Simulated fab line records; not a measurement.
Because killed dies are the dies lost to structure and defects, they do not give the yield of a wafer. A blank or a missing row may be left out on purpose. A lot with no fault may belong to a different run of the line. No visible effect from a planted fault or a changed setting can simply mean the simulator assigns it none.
fab line records	flow sky130
record: lots: 6	wafers: 17	lastDay: 50
route steps=708 shown POLY_CUT@317 SD_P@320 RES_XHIGH@332 SD_N@342 PAD_OPEN@708
lots that met no fault: from a run of the same line without faults
startH: the number of hours between the record's first day and the start of the first shown wafer of the lot	waitH: hours since the lot's step before	" identical to the entry in the row above	L1.1+2: several wafers, shown together as one row	- value missing, or start not given	* or withheld: withheld	< > ~ a bound
route shown NAME@n: names a module that has steps shown in the file, with the first one's number in the route	usual: mean/standard deviation of fault-free wafers	same: alike in all rows	chamber/n: place in a boat	sites: the reading at each site	_std_site: how widely they spread, as a standard deviation	_edge_site: mean of outer sites minus mean of inner sites	radiusMm: for every site, how far away it sits from the centre of the wafer	mask NAME#n: copy n	behind: the last tool/chamber to shape the wafer	hold: cause of the lot's hold/its duration in hours/its outcome	device: the transistor (n, p or np) that didn't switch	end of line: the same wafers' tests at the end of the route	step lacking rows: just its recipe	killed: at the first sort, the dies lost to defects and structure; wafer yield is something else	map: a wafer's dies, x killed, . not, _ none there
set.NAME: the run value of the setting; set.NAME@STEP: its run value at that earlier step	model.NAME: the simulator's own value behind a step, which no gauge read
certain route steps with their lots: each step a table, each wafer a row
services: a tool's chamber out of use, with start hour (startH, from the record's first day; less than 0 if before it), hours out, and reason
== steps ==
step: SKY_POLY_CUT_ETCH_10
recipe: chemistry: N2/H2	target: BARC	ionEnergyEv: 200	sourceW: 500	biasW: 103.7	pressureMtorr: 30	n2FlowSccm: 100	h2FlowSccm: 200	stopOn: SiO2	timeS: 45.9	targetDepthA: 600
step: SKY_POLY_CUT_ETCH_11
recipe: target: Si3N4	chemistry: CF4/CH2F2/Ar	stopOn: poly-Si	sourceW: 600	biasW: 150	pressureMtorr: 40	cf4FlowSccm: 40	ch2f2FlowSccm: 20	Ar_flow_sccm: 150	timeS: 42.5	targetDepthA: 600
usual: drypumpMotorCurrentA: 5.8/0.49	oesProductAu: 0.830/0.0066	throttleValvePct: 14.994/0.009
lot.wafer	tool	chamber	startH	waitH	drypumpMotorCurrentA	oesProductAu	rfHoursCounterH	throttleValvePct
L432.2	rieDiel-01	2	621.03	0.0	5.0	0.825	11	14.990
L432.4	"	1	"	"	5.6	0.820	2	15.005
L432.5	"	0	"	"	6.2	0.822	-	14.984
L434.1	rieDiel-02	0	639.91	0.0	5.5	0.823	57	14.981
L434.2	"	2	"	"	6.3	0.833	4	14.999
L434.3	"	1	"	"	6.7	0.835	5	14.993
L442.4	rieDiel-02	2	739.37	0.0	6.3	0.830	6	14.991
L442.5	"	3	"	"	6.0	0.831	-	14.986
L442.6	"	0	"	"	5.5	0.828	-	15.002
L446.1	rieDiel-01	1	740.82	0.0	5.6	0.831	5	15.008
L446.3	"	3	"	"	5.4	0.829	10	14.995
L446.5	"	3	"	"	5.4	0.820	-	15.006
L443.3	rieDiel-04	0	740.93	0.0	5.1	0.838	13	14.991
L443.4	"	3	"	"	6.3	0.836	22	14.981
L448.3	rieDiel-01	3	750.96	0.0	5.4	0.841	11	14.996
L448.5	"	0	"	"	6.2	0.845	-	14.994
L448.6	"	3	"	"	5.4	0.832	-	14.989
step: SKY_POLY_CUT_STRIP_12
recipe: chemistry: O2/N2	powerW: 1400	pressureMtorr: 1500	platenTempC: withheld	o2FlowSccm: 3000	n2FlowSccm: 300	overashFraction: 0.5
usual: drypumpMotorCurrentA: 5.9/0.56	oesProductAu: 0.452/0.0049	stripTimeToEndpointS: 5.357/0.018
lot.wafer	tool	chamber	startH	waitH	drypumpMotorCurrentA	oesProductAu	rfHoursCounterH	stripTimeToEndpointS
L432.2	plasmaAsher-03	0	621.07	0.0	6.1	0.446	79	5.359
L432.4	"	0	"	"	6.1	0.457	-	5.359
L432.5	"	1	"	"	5.1	0.451	-	5.344
L434.1	plasmaAsher-04	1	639.95	0.0	6.1	0.445	97	5.348
L434.2	"	0	"	"	5.8	0.454	97	5.387
L434.3	"	0	"	"	5.8	0.452	-	5.362
L442.4	plasmaAsher-03	1	739.44	0.1	5.1	0.439	-	5.368
L442.5	"	0	"	"	6.1	0.452	-	5.342
L442.6	"	1	"	"	5.1	0.447	-	5.350
L446.1	plasmaAsher-01	1	740.86	0.0	5.5	0.462	65	5.378
L446.3	"	1	"	"	5.5	0.448	-	5.372
L446.5	"	1	"	"	5.4	0.457	-	5.366
L443.3	plasmaAsher-03	0	741.00	0.1	6.1	0.458	-	5.363
L443.4	"	1	"	"	5.1	0.461	-	5.360
L448.3	plasmaAsher-01	0	751.03	0.1	6.6	0.449	-	5.349
L448.5	"	1	"	"	5.5	0.454	-	5.338
L448.6	"	0	"	"	6.6	0.454	-	5.350
step: SKY_SD_P_DEHYDRATE_00
recipe: tempC: 200	timeS: 60
step: SKY_SD_P_HMDS_01
recipe: primeTimeS: 60	primeTempC: 120
step: SKY_SD_P_COAT_02
recipe: resist: NOVOLAK	spinRpm: 3000	resistThkNm: 1140
step: SKY_SD_P_SOFTBAKE_03
recipe: tempC: 90	timeS: 60	resist: NOVOLAK
step: SKY_SD_P_EXPOSE_04
recipe: maskId: PSDM	na: 0.6	sourceShape: conventional	sigmaOuter: 0.6	polarization: unpolarized	targetCdNm: 380	doseMj: 138
step: SKY_SD_P_PEB_05
recipe: tempC: withheld	timeS: *	resist: NOVOLAK
step: SKY_SD_P_DEVELOP_06
recipe: resist: NOVOLAK	developer: TMAH	developTimeS: 58.02	devTempC: 23
step: SKY_SD_P_CD_MEAS_07
recipe: targetCdNm: 380
usual: cdNm: 379.8/2.7
lot.wafer	tool	chamber	startH	waitH	cdNm
L432.2	cdSem-02	-	649.45	0.1	387.2
L432.4	"	-	"	"	385.4
L432.5	"	-	"	"	386.9
L434.1	cdSem-01	-	668.08	0.1	375.9
L434.2	"	-	"	"	377.3
L434.3	"	-	"	"	378.9
L442.4	cdSem-01	-	766.13	0.1	376.2
L442.5	"	-	"	"	379.3
L442.6	"	-	"	"	375.4
L446.1	cdSem-02	-	767.57	0.1	380.7
L446.3	"	-	"	"	378.4
L446.5	"	-	"	"	378.8
L443.3	cdSem-01	-	767.82	0.1	380.9
L443.4	"	-	"	"	382.1
L448.3	cdSem-01	-	777.39	0.1	382.7
L448.5	"	-	"	"	383.1
L448.6	"	-	"	"	381.1
step: SKY_SD_P_OVL_MEAS_08
usual: SD_P_OVL: -1.3/1.4
lot.wafer	tool	chamber	startH	waitH	SD_P_OVL[nm]
L432.2	overlay-02	-	649.55	0.1	-0.2
L432.4	"	-	"	"	-0.1
L432.5	"	-	"	"	-2.0
L434.1	overlay-02	-	668.20	0.1	1.4
L434.2	"	-	"	"	1.6
L434.3	"	-	"	"	-0.1
L442.4	overlay-01	-	766.21	0.1	-1.7
L442.5	"	-	"	"	-0.2
L442.6	"	-	"	"	-1.0
L446.1	overlay-02	-	767.69	0.1	-2.4
L446.3	"	-	"	"	-2.1
L446.5	"	-	"	"	-1.8
L443.3	overlay-02	-	767.91	0.1	-1.9
L443.4	"	-	"	"	0.7
L448.3	overlay-02	-	777.48	0.1	-3.4
L448.5	"	-	"	"	-2.3
L448.6	"	-	"	"	-1.0
step: SKY_SD_P_IMPLANT_09
recipe: species: BF2	energyKev: 20	doseCm2: 3e+15	tiltDeg: 0
usual: beamEnergyKeV: 20.000/0.0055	beamOnS: 13.9/1.1
same: implantIonAmu: 49
lot.wafer	tool	chamber	startH	waitH	beamEnergyKeV	beamOnS
L432.2	implanter-03	0	649.61	0.0	20.001	14.6
L432.4	"	0	"	"	20.000	14.5
L432.5	"	0	"	"	19.997	14.6
L434.1	implanter-03	0	668.23	0.0	20.011	14.9
L434.2	"	0	"	"	19.994	14.7
L434.3	"	0	"	"	20.004	14.7
L442.4	implanter-02	0	766.30	0.1	19.999	12.5
L442.5	"	0	"	"	20.009	12.2
L442.6	"	0	"	"	19.998	12.7
L446.1	implanter-02	0	767.73	0.0	19.995	13.3
L446.3	"	0	"	"	20.003	13.0
L446.5	"	0	"	"	19.992	12.2
L443.3	implanter-03	0	767.98	0.1	19.996	14.8
L443.4	"	0	"	"	19.992	14.8
L448.3	implanter-04	0	777.55	0.1	19.991	15.4
L448.5	"	0	"	"	19.999	14.7
L448.6	"	0	"	"	19.991	14.7
step: SKY_SD_P_STRIP_10
recipe: chemistry: O2/N2	powerW: 1400	pressureMtorr: 1500	platenTempC: withheld	o2FlowSccm: 3000	n2FlowSccm: 300	overashFraction: 0.5
step: SKY_SD_P_TW_MEAS_11
usual: SD_P_TW: 2821/25
lot.wafer	tool	chamber	startH	waitH	SD_P_TW
L432.2	filmMetro-03	-	649.84	0.1	2821
L432.4	"	-	"	"	2833
L432.5	"	-	"	"	2841
L434.1	filmMetro-03	-	668.48	0.1	2838
L434.2	"	-	"	"	2842
L434.3	"	-	"	"	2841
L442.4	filmMetro-04	-	766.51	0.1	2817
L442.5	"	-	"	"	2812
L442.6	"	-	"	"	2820
L446.1	filmMetro-04	-	767.98	0.1	2797
L446.3	"	-	"	"	2808
L446.5	"	-	"	"	2783
L443.3	filmMetro-04	-	768.20	0.1	2797
L443.4	"	-	"	"	2797
L448.3	filmMetro-03	-	777.77	0.1	2875
L448.5	"	-	"	"	2870
L448.6	"	-	"	"	2873
step: SKY_RES_XHIGH_DEHYDRATE_00
recipe: tempC: 200	timeS: 60
step: SKY_RES_XHIGH_HMDS_01
recipe: primeTimeS: 60	primeTempC: 120
step: SKY_RES_XHIGH_COAT_02
recipe: resist: NOVOLAK	spinRpm: 3000	resistThkNm: 1140
step: SKY_RES_XHIGH_SOFTBAKE_03
recipe: tempC: 90	timeS: 60	resist: NOVOLAK
step: SKY_RES_XHIGH_EXPOSE_04
recipe: maskId: URPM	na: 0.6	sourceShape: conventional	sigmaOuter: 0.6	polarization: unpolarized	targetCdNm: 1270	doseMj: 140
step: SKY_RES_XHIGH_PEB_05
recipe: tempC: withheld	timeS: *	resist: NOVOLAK
step: SKY_RES_XHIGH_DEVELOP_06
recipe: resist: NOVOLAK	developer: TMAH	developTimeS: 60	devTempC: 23
step: SKY_RES_XHIGH_IMPLANT_07
recipe: species: BF2	energyKev: 20	doseCm2: 3.6e+14	tiltDeg: 0
step: SKY_RES_XHIGH_STRIP_08
recipe: chemistry: O2/N2	powerW: 1400	pressureMtorr: 1500	platenTempC: withheld	o2FlowSccm: 3000	n2FlowSccm: 300	overashFraction: 0.5
usual: drypumpMotorCurrentA: 5.6/0.59	oesProductAu: 0.710/0.0046	stripTimeToEndpointS: 14.29/0.038
lot.wafer	tool	chamber	startH	waitH	drypumpMotorCurrentA	oesProductAu	rfHoursCounterH	stripTimeToEndpointS
L432.2	plasmaAsher-01	1	679.13	0.1	5.5	0.711	58	14.34
L432.4	"	1	"	"	5.4	0.712	-	14.32
L432.5	"	1	"	"	5.4	0.710	-	14.32
L434.1	plasmaAsher-03	0	697.56	0.1	6.1	0.704	86	14.31
L434.2	"	1	"	"	5.1	0.711	86	14.20
L434.3	"	1	"	"	5.1	0.706	-	14.25
L442.4	plasmaAsher-03	0	793.26	0.1	6.1	0.718	-	14.35
L442.5	"	1	"	"	5.1	0.715	-	14.30
L442.6	"	0	"	"	6.1	0.719	-	14.27
L446.1	plasmaAsher-02	1	794.70	0.1	5.5	0.703	32	14.31
L446.3	"	0	"	"	4.9	0.714	-	14.26
L446.5	"	0	"	"	4.9	0.716	-	14.27
L443.3	plasmaAsher-03	1	795.01	0.1	5.1	0.714	-	14.32
L443.4	"	0	"	"	6.1	0.714	-	14.36
L448.3	plasmaAsher-02	0	804.10	0.1	4.9	0.713	-	14.31
L448.5	"	0	"	"	4.9	0.716	-	14.27
L448.6	"	1	"	"	5.5	0.704	-	14.30
step: SKY_RES_XHIGH_TW_MEAS_09
usual: RES_XHIGH_TW: 1635/18
lot.wafer	tool	chamber	startH	waitH	RES_XHIGH_TW
L432.2	filmMetro-02	-	679.24	0.1	1645
L432.4	"	-	"	"	1645
L432.5	"	-	"	"	1641
L434.1	filmMetro-04	-	697.66	0.1	1625
L434.2	"	-	"	"	1621
L434.3	"	-	"	"	1622
L442.4	filmMetro-04	-	793.36	0.1	1613
L442.5	"	-	"	"	1614
L442.6	"	-	"	"	1622
L446.1	filmMetro-03	-	794.80	0.1	1672
L446.3	"	-	"	"	1670
L446.5	"	-	"	"	1663
L443.3	filmMetro-04	-	795.10	0.1	1623
L443.4	"	-	"	"	1632
L448.3	filmMetro-03	-	804.18	0.1	1663
L448.5	"	-	"	"	1665
L448.6	"	-	"	"	1674
step: SKY_SD_N_DEHYDRATE_00
recipe: tempC: 200	timeS: 60
step: SKY_SD_N_HMDS_01
recipe: primeTimeS: 60	primeTempC: 120
step: SKY_SD_N_COAT_02
recipe: resist: NOVOLAK	spinRpm: 3000	resistThkNm: 1140
step: SKY_SD_N_SOFTBAKE_03
recipe: tempC: 90	timeS: 60	resist: NOVOLAK
step: SKY_SD_N_EXPOSE_04
recipe: maskId: NSDM	na: 0.6	sourceShape: conventional	sigmaOuter: 0.6	polarization: unpolarized	targetCdNm: 380	doseMj: 141
step: SKY_SD_N_PEB_05
recipe: tempC: withheld	timeS: *	resist: NOVOLAK
step: SKY_SD_N_DEVELOP_06
recipe: resist: NOVOLAK	developer: TMAH	developTimeS: 60	devTempC: 23
step: SKY_SD_N_CD_MEAS_07
recipe: targetCdNm: 380
usual: cdNm: 377.8/2.4
lot.wafer	tool	chamber	startH	waitH	cdNm
L432.2	cdSem-01	-	707.74	0.1	375.3
L432.4	"	-	"	"	378.6
L432.5	"	-	"	"	377.0
L434.1	cdSem-02	-	724.26	0.1	379.8
L434.2	"	-	"	"	377.0
L434.3	"	-	"	"	379.9
L442.4	cdSem-02	-	819.19	0.1	376.8
L442.5	"	-	"	"	377.5
L442.6	"	-	"	"	377.2
L446.1	cdSem-02	-	821.10	0.1	382.1
L446.3	"	-	"	"	377.0
L446.5	"	-	"	"	378.7
L443.3	cdSem-02	-	821.44	0.1	379.2
L443.4	"	-	"	"	378.0
L448.3	cdSem-02	-	829.76	0.1	379.1
L448.5	"	-	"	"	376.9
L448.6	"	-	"	"	377.4
step: SKY_SD_N_OVL_MEAS_08
usual: SD_N_OVL: -0.6/1.7
lot.wafer	tool	chamber	startH	waitH	SD_N_OVL[nm]
L432.2	overlay-02	-	707.85	0.1	-0.9
L432.4	"	-	"	"	-1.5
L432.5	"	-	"	"	-0.1
L434.1	overlay-01	-	724.38	0.1	-1.2
L434.2	"	-	"	"	-2.2
L434.3	"	-	"	"	0.7
L442.4	overlay-02	-	819.26	0.1	-1.2
L442.5	"	-	"	"	0.3
L442.6	"	-	"	"	-0.5
L446.1	overlay-01	-	821.22	0.1	1.1
L446.3	"	-	"	"	-2.0
L446.5	"	-	"	"	-1.5
L443.3	overlay-01	-	821.53	0.1	-2.9
L443.4	"	-	"	"	-1.9
L448.3	overlay-01	-	829.85	0.1	-1.1
L448.5	"	-	"	"	-0.7
L448.6	"	-	"	"	-1.6
step: SKY_SD_N_IMPLANT_09
recipe: species: As	energyKev: 50	doseCm2: 4e+15	tiltDeg: 0
step: SKY_SD_N_IMPLANT_10
recipe: species: P	energyKev: 20	doseCm2: 1e+14	tiltDeg: 0
step: SKY_SD_N_STRIP_11
recipe: chemistry: O2/N2	powerW: 1400	pressureMtorr: 1500	platenTempC: withheld	o2FlowSccm: 3000	n2FlowSccm: 300	overashFraction: 0.5
usual: drypumpMotorCurrentA: 5.8/0.55	oesProductAu: 0.527/0.005	stripTimeToEndpointS: 22.57/0.047
lot.wafer	tool	chamber	startH	waitH	drypumpMotorCurrentA	oesProductAu	rfHoursCounterH	stripTimeToEndpointS
L432.2	plasmaAsher-02	1	708.18	0.1	5.6	0.532	23	22.61
L432.4	"	1	"	"	5.6	0.517	-	22.59
L432.5	"	0	"	"	4.9	0.524	-	22.56
L434.1	plasmaAsher-02	1	724.72	0.1	5.5	0.523	25	22.61
L434.2	"	0	"	"	4.9	0.529	25	22.59
L434.3	"	1	"	"	5.6	0.525	-	22.59
L442.4	plasmaAsher-04	0	819.62	0.1	5.8	0.520	-	22.64
L442.5	"	1	"	"	6.1	0.531	-	22.64
L442.6	"	0	"	"	5.8	0.529	-	22.59
L446.1	plasmaAsher-01	0	821.55	0.1	6.6	0.526	72	22.56
L446.3	"	1	"	"	5.5	0.526	-	22.55
L446.5	"	1	"	"	5.5	0.527	-	22.56
L443.3	plasmaAsher-04	0	821.89	0.1	5.7	0.530	-	22.57
L443.4	"	1	"	"	6.1	0.526	-	22.55
L448.3	plasmaAsher-04	1	830.21	0.1	6.1	0.528	-	22.55
L448.5	"	0	"	"	5.8	0.528	-	22.61
L448.6	"	1	"	"	6.1	0.528	-	22.60
step: SKY_SD_N_TW_MEAS_12
usual: SD_N_TW: 3978/43
lot.wafer	tool	chamber	startH	waitH	SD_N_TW
L432.2	filmMetro-04	-	708.29	0.1	3926
L432.4	"	-	"	"	3941
L432.5	"	-	"	"	3971
L434.1	filmMetro-04	-	724.82	0.1	3920
L434.2	"	-	"	"	3925
L434.3	"	-	"	"	3916
L442.4	filmMetro-04	-	819.71	0.1	3921
L442.5	"	-	"	"	3925
L442.6	"	-	"	"	3937
L446.1	filmMetro-02	-	821.65	0.1	3982
L446.3	"	-	"	"	3973
L446.5	"	-	"	"	4015
L443.3	filmMetro-03	-	821.97	0.1	4028
L443.4	"	-	"	"	3990
L448.3	filmMetro-02	-	830.30	0.1	3992
L448.5	"	-	"	"	3984
L448.6	"	-	"	"	3983
step: SKY_SD_N_CLEAN_13
recipe: chemistry: SC1/SC2	mix: 1:4:20	tempC: 70	timeS: 150	dry: n2Spin
step: SKY_SD_N_RTA_14
recipe: tempC: 1075	timeS: 2	idleTempC: 650	rampUpCPerS: 150	rampDownCPerS: 90	ambient: N2
usual: lampPowerPct: 15.74/0.054	wafer_temp_C_max: 1078.1/1.4
lot.wafer	tool	chamber	startH	waitH	lampPowerPct	wafer_temp_C_max
L432.2	rtpAnneal-02	0	708.40	0.0	15.78	1077.8
L432.4	"	0	"	"	15.77	1076.3
L432.5	"	0	"	"	15.74	1077.4
L434.1	rtpAnneal-02	0	724.93	0.0	15.64	1079.6
L434.2	"	0	"	"	15.64	1077.2
L434.3	"	0	"	"	15.71	1078.2
L442.4	rtpAnneal-02	0	819.82	0.0	15.72	1079.1
L442.5	"	0	"	"	15.84	1077.6
L442.6	"	0	"	"	15.75	1078.6
L446.1	rtpAnneal-01	0	821.76	0.0	15.81	1078.8
L446.3	"	0	"	"	15.69	1078.8
L446.5	"	0	"	"	15.76	1074.8
L443.3	rtpAnneal-02	0	822.08	0.0	15.79	1077.2
L443.4	"	0	"	"	15.75	1079.5
L448.3	rtpAnneal-02	0	830.41	0.0	15.71	1077.9
L448.5	"	0	"	"	15.77	1076.4
L448.6	"	0	"	"	15.67	1076.5
step: SKY_SD_N_RS_MEAS_16
recipe: thkMeasGauge: four-point-probe
usual: SD_N_RS: 68.60/0.12
lot.wafer	tool	chamber	startH	waitH	SD_N_RS[ohm/sq]
L432.2	filmMetro-02	-	708.58	0.1	68.44
L432.4	"	-	"	"	68.46
L432.5	"	-	"	"	68.51
L434.1	filmMetro-03	-	725.10	0.1	68.69
L434.2	"	-	"	"	68.71
L434.3	"	-	"	"	68.57
L442.4	filmMetro-02	-	820.03	0.1	68.28
L442.5	"	-	"	"	68.46
L442.6	"	-	"	"	68.44
L446.1	filmMetro-04	-	821.94	0.1	68.46
L446.3	"	-	"	"	68.67
L446.5	"	-	"	"	68.62
L443.3	filmMetro-02	-	822.28	0.1	68.54
L443.4	"	-	"	"	68.67
L448.3	filmMetro-04	-	830.60	0.1	68.39
L448.5	"	-	"	"	68.43
L448.6	"	-	"	"	68.35
step: SKY_PAD_OPEN_PROBE_99
usual: killed_at_M0_to_M3: 44/6.9	killed_at_M4_up: 3.3/2	killedAtContacts: 25/5.4	killedAtFrontEnd: 16/4.6	killedAtOther: 0.2/0.51	killedDies: 88/8.9	killedOpen: 48/6.8	killedShort: 39/5.8
same: grossDies: 492	killedAtBackSide: 0
lot.wafer	tool	chamber	startH	waitH	killed_at_M0_to_M3	killed_at_M4_up	killedAtContacts	killedAtFrontEnd	killedAtOther	killedDies	killedOpen	killedShort	model.etest.resHighPo.rsOhmSqRange	model.etest.resPdiff.rsOhmSqRange
L432.2	prober-01	-	1122.22	0.1	44	3	25	15	0	87	44	42	35.64	12.89
L432.4	prober-01	-	1122.32	0.2	46	4	26	20	0	96	51	45	29.02	14.16
L432.5	prober-01	-	1122.37	0.2	42	1	20	21	0	84	49	34	27.46	12.18
L434.1	prober-01	-	1135.61	0.1	49	7	20	9	0	85	47	34	29.04	11.09
L434.2	prober-01	-	1135.66	0.1	42	7	25	16	0	90	50	39	28.03	10.27
L434.3	prober-01	-	1135.71	0.2	51	4	16	14	0	85	48	37	30.96	14.24
L446.1	prober-01	-	1198.28	0.1	47	7	12	22	0	88	43	44	13.03	8.706
L446.3	prober-01	-	1198.38	0.2	50	1	17	11	0	79	45	34	12.72	8.001
L446.5	prober-01	-	1198.48	0.2	62	1	26	9	0	98	53	45	14.41	7.878
L442.4	prober-02	-	1198.43	0.2	48	4	30	16	1	99	55	44	6.935	4.366
L442.5	prober-02	-	1198.48	0.2	37	2	27	17	0	83	46	37	8.566	5.836
L442.6	prober-02	-	1198.53	0.2	48	5	23	12	0	88	54	34	4.851	3.033
L443.3	prober-02	-	1199.88	0.2	31	4	25	20	0	80	45	35	10.3	5.574
L443.4	prober-02	-	1199.93	0.2	52	2	18	22	0	94	58	35	10.67	8.69
L448.3	prober-02	-	1201.31	0.2	51	7	36	9	0	103	60	43	4.617	2.788
L448.5	prober-02	-	1201.41	0.2	34	3	42	17	0	96	47	48	4.243	4.426
L448.6	prober-02	-	1201.46	0.2	37	2	31	7	0	77	54	23	4.101	4.665
killed by level:class
L432.2 LOCAL_INTERCONNECT:geometricParticle:short=9 METAL1:geometricParticle:short=8 VIA1:geometricParticle:open=8 VIA3:geometricParticle:open=7 CONTACT:geometricParticle:open=6 VIA2:geometricParticle:open=6 FIELD_ISO:geometricParticle:open=5 FIELD_ISO:geometricParticle:short=5
L432.4 CONTACT:geometricParticle:open=12 VIA1:geometricParticle:open=9 FIELD_ISO:geometricParticle:open=8 VIA1:geometricParticle:short=8 FIELD_ISO:geometricParticle:short=6 VIA3:geometricParticle:open=5 LI_CONTACT:geometricParticle:open=5 VIA2:geometricParticle:short=5
L432.5 VIA1:geometricParticle:open=10 VIA2:geometricParticle:open=7 VIA3:geometricParticle:open=7 LI_CONTACT:geometricParticle:open=6 CONTACT:geometricParticle:open=6 CONTACT:geometricParticle:short=5 METAL2:geometricParticle:short=5 FIELD_ISO:geometricParticle:open=4
L434.1 VIA1:geometricParticle:open=13 LI_CONTACT:geometricParticle:open=10 METAL1:geometricParticle:short=7 CONTACT:geometricParticle:open=6 VIA3:geometricParticle:open=6 FIELD_ISO:geometricParticle:open=5 METAL2:geometricParticle:short=5 VIA1:geometricParticle:short=5
L434.2 VIA1:geometricParticle:open=15 CONTACT:geometricParticle:open=11 FIELD_ISO:geometricParticle:open=8 VIA1:geometricParticle:short=7 METAL4:geometricParticle:short=6 LI_CONTACT:geometricParticle:open=6 METAL1:geometricParticle:short=5 METAL2:geometricParticle:short=4
L434.3 VIA1:geometricParticle:open=12 METAL1:geometricParticle:short=8 VIA2:geometricParticle:open=8 VIA3:geometricParticle:open=7 FIELD_ISO:geometricParticle:open=6 LI_CONTACT:geometricParticle:open=4 CONTACT:geometricParticle:short=4 VIA3:geometricParticle:short=3
L446.1 VIA1:geometricParticle:open=17 FIELD_ISO:geometricParticle:short=6 CONTACT:geometricParticle:open=6 VIA2:geometricParticle:open=6 FIELD_ISO:geometricParticle:open=5 POLY_GATE:geometricParticle:short=5 VIA1:geometricParticle:short=5 VIA2:geometricParticle:short=5
L446.3 VIA3:geometricParticle:open=10 VIA2:geometricParticle:open=8 VIA1:geometricParticle:open=8 LOCAL_INTERCONNECT:geometricParticle:short=5 METAL1:geometricParticle:short=5 LI_CONTACT:geometricParticle:open=4 CONTACT:geometricParticle:open=4 CONTACT:geometricParticle:short=4
L442.4 LI_CONTACT:geometricParticle:open=12 METAL1:geometricParticle:short=9 VIA3:geometricParticle:open=7 CONTACT:geometricParticle:open=7 VIA1:geometricParticle:open=7 VIA2:geometricParticle:open=7 POLY_GATE:geometricParticle:open=6 LI_CONTACT:geometricParticle:short=4
L442.5 CONTACT:geometricParticle:open=10 VIA1:geometricParticle:open=7 VIA3:geometricParticle:open=6 LI_CONTACT:geometricParticle:open=6 VIA1:geometricParticle:short=6 METAL1:geometricParticle:short=5 POLY_GATE:geometricParticle:short=4 POLY_GATE:geometricParticle:open=4
L446.5 VIA1:geometricParticle:open=14 METAL2:geometricParticle:short=10 CONTACT:geometricParticle:open=8 LI_CONTACT:geometricParticle:open=8 VIA1:geometricParticle:short=8 VIA2:geometricParticle:open=7 VIA3:geometricParticle:open=7 CONTACT:geometricParticle:short=6
L442.6 VIA1:geometricParticle:open=10 VIA2:geometricParticle:open=8 VIA3:geometricParticle:open=7 CONTACT:geometricParticle:open=7 VIA1:geometricParticle:short=6 LI_CONTACT:geometricParticle:open=6 CONTACT:geometricParticle:short=6 POLY_GATE:geometricParticle:open=5
L443.3 VIA1:geometricParticle:open=9 CONTACT:geometricParticle:short=9 FIELD_ISO:geometricParticle:open=8 LI_CONTACT:geometricParticle:open=6 POLY_GATE:geometricParticle:short=5 CONTACT:geometricParticle:open=5 VIA2:geometricParticle:open=5 VIA1:geometricParticle:short=4
L443.4 VIA1:geometricParticle:open=9 CONTACT:geometricParticle:open=9 VIA2:geometricParticle:open=9 FIELD_ISO:geometricParticle:short=8 FIELD_ISO:geometricParticle:open=6 POLY_GATE:geometricParticle:open=6 VIA3:geometricParticle:open=6 METAL2:geometricParticle:short=6
L448.3 CONTACT:geometricParticle:open=16 VIA1:geometricParticle:open=12 LI_CONTACT:geometricParticle:open=8 VIA2:geometricParticle:open=7 VIA3:geometricParticle:open=7 METAL3:geometricParticle:short=6 METAL4:geometricParticle:short=6 CONTACT:geometricParticle:short=5
L448.5 CONTACT:geometricParticle:open=15 LOCAL_INTERCONNECT:geometricParticle:short=8 LI_CONTACT:geometricParticle:open=7 VIA1:geometricParticle:open=7 POLY_GATE:geometricParticle:short=6 FIELD_ISO:geometricParticle:short=5 LI_CONTACT:geometricParticle:short=5 CONTACT:geometricParticle:short=5
L448.6 CONTACT:geometricParticle:open=12 VIA1:geometricParticle:open=11 VIA3:geometricParticle:open=10 LI_CONTACT:geometricParticle:open=9 VIA2:geometricParticle:open=5 CONTACT:geometricParticle:short=4 METAL3:geometricParticle:short=4 POLY_GATE:geometricParticle:open=3
== services ==
tool	chamber	startH	hours	kind
plasmaAsher-02	-	615.83	28.1	pm
rieDiel-02	-	620.15	0.3	repair
rieDiel-02	2	624.10	4.5	repair
plasmaAsher-03	-	629.14	1.8	repair
implanter-02	-	645.85	1.7	repair
plasmaAsher-03	-	654.65	7.1	repair
plasmaAsher-04	-	685.78	0.7	repair
rieDiel-01	3	686.73	1.7	repair
rieDiel-01	3	694.75	5.0	repair
plasmaAsher-01	-	705.27	3.0	repair
rieDiel-01	1	708.59	7.1	repair
plasmaAsher-03	-	710.59	2.8	pm
implanter-03	-	719.66	1.3	repair
rieDiel-02	2	720.69	4.6	repair
plasmaAsher-04	-	733.75	9.0	pm
implanter-02	-	773.41	7.9	repair
implanter-02	-	773.46	2.7	repair
implanter-02	-	774.91	3.4	repair
implanter-03	-	780.38	3.5	repair
rtpAnneal-02	-	795.06	3.6	pm
rieDiel-01	1	802.71	4.0	repair
plasmaAsher-03	-	807.09	1.6	repair
plasmaAsher-01	-	811.22	5.8	repair
plasmaAsher-03	-	820.61	0.4	repair
== key ==
firstSign none at tools or gauges
modelEffect: step: SKY_PAD_OPEN_PROBE_99	value: etest.resHighPo.rsOhmSqRange	without: 7.302	struck: 30.03
metAt SKY_SD_P_IMPLANT_09
struckWafers L432.2,L432.4,L432.5,L434.1,L434.2,L434.3
testerLeftOut L432,L434
alsoFits SKY_SD_N_STRIP_11:plasmaAsher-02
fault: kind: processParameterDrift	tool: implanter-03	chamber: -	onsetH: 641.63	steps: SKY_SD_P_IMPLANT_09	channel: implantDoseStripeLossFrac	offset: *	shape: step	endH: 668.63
testerLeftOut: of these lots the tester's yield and bins aren't shown, on N5 and GAA mostly nor the transistor test; their killed dies are dies lost to structure and defects alone, not to doping, threshold or leakage, so they don't give the yield
